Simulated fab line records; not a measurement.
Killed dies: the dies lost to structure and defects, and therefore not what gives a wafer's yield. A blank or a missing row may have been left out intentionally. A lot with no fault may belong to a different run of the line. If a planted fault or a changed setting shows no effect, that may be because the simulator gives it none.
Which of the tools did it?	flow sfqLine	13 lots, 39 wafers sampled, at 1 step of a route of 325

WHAT THE GAUGES READ, wafer by wafer
The record holds no reading of a measuring or inspecting step that can be judged against a usual standard deviation.

WHICH TOOL RAN EACH LOT (tool, then ch and the chambers of the sampled wafers, then the start)
lot	SFQ_TRILAYER_M1_ETCH_METAL_ETCH_042
L595	rieMetal-02 ch 0,1, day 12 16:50
L596	rieMetal-02 ch 0,1, day 13 03:38
L597	rieMetal-04 ch 0,1, day 13 18:05
L598	rieMetal-01 ch 0,1, day 14 08:24
L600	rieMetal-02 ch 0,1, day 14 22:48
L602	rieMetal-02 ch 0,1, day 15 10:48
L604	rieMetal-01 ch 0,1, day 15 21:44
L610	rieMetal-04 ch 0,1, day 17 23:38
L614	rieMetal-04 ch 0,1, day 18 18:50
L615	rieMetal-01 ch 0,1, day 19 04:14
L616	rieMetal-01 ch 0, day 19 12:38
L617	rieMetal-02 ch 0,1, day 19 13:50
L618	rieMetal-04 ch 0,1, day 20 01:51
- SFQ_TRILAYER_M1_ETCH_METAL_ETCH_042: etches Nb in Cl2/Ar, stops on SiO2, target depth 240 nm, time 120 s.

AS READ BY THE TOOLS THEMSELVES (means over the sampled wafers that have a number; for cases with no such wafer, the mark the record gives instead)
SFQ_TRILAYER_M1_ETCH_METAL_ETCH_042.
lot	tool	drypumpMotorCurrentA (A)	oesProductAu (a.u.)	rfFwdPowerW (W)
L595	rieMetal-02	6.0	0.893	598.4
L596	rieMetal-02	6.1	0.891	597.9
L597	rieMetal-04	5.8	0.896	596.2
L598	rieMetal-01	5.4	0.901	593.6
L600	rieMetal-02	6.2	0.889	597.9
L602	rieMetal-02	6.0	0.900	659.6
L604	rieMetal-01	5.4	0.893	596.6
L610	rieMetal-04	5.9	0.895	596.5
L614	rieMetal-04	5.9	0.890	597.4
L615	rieMetal-01	5.2	0.898	597.3
L616	rieMetal-01	5.0	0.893	596.4
L617	rieMetal-02	6.0	0.893	594.0
L618	rieMetal-04	5.9	0.886	595.6

THE ANSWER, worked out from the rows above alone
Rule: what is usual is taken from the lots themselves. The widest of any qualifying gaps counts: lots, ordered by their means at a reading, are off when they make up no more than a third of the lots, leave a main group of 4 or more, and stand apart from it by 3 or more times the standard deviation of that group's means. The tables above print the reading to a certain number of digits; a main group whose means all agree to those digits is not used. Also off: a lot with no number at a reading for which 4 or more lots have one. Where the step has rows for the other lots, those lots are counted as sound. After the gauges, taken in route order, come the tools' own readings; for these a lot's mean is taken, as printed above. The first step at which some lot is off is used, and at that step the reading that is off furthest; a lot without a number counts as furthest.
Off, at SFQ_TRILAYER_M1_ETCH_METAL_ETCH_042 on rfFwdPowerW: L602. The main group: mean 596.5 W, standard deviation 1.4.
If a tool, at that step or one of the process steps before it, ran each lot that is off and ran no sound lot following the first of them, it fits. None of those tried fits.

WHAT THE SIMULATOR HAD PUT IN
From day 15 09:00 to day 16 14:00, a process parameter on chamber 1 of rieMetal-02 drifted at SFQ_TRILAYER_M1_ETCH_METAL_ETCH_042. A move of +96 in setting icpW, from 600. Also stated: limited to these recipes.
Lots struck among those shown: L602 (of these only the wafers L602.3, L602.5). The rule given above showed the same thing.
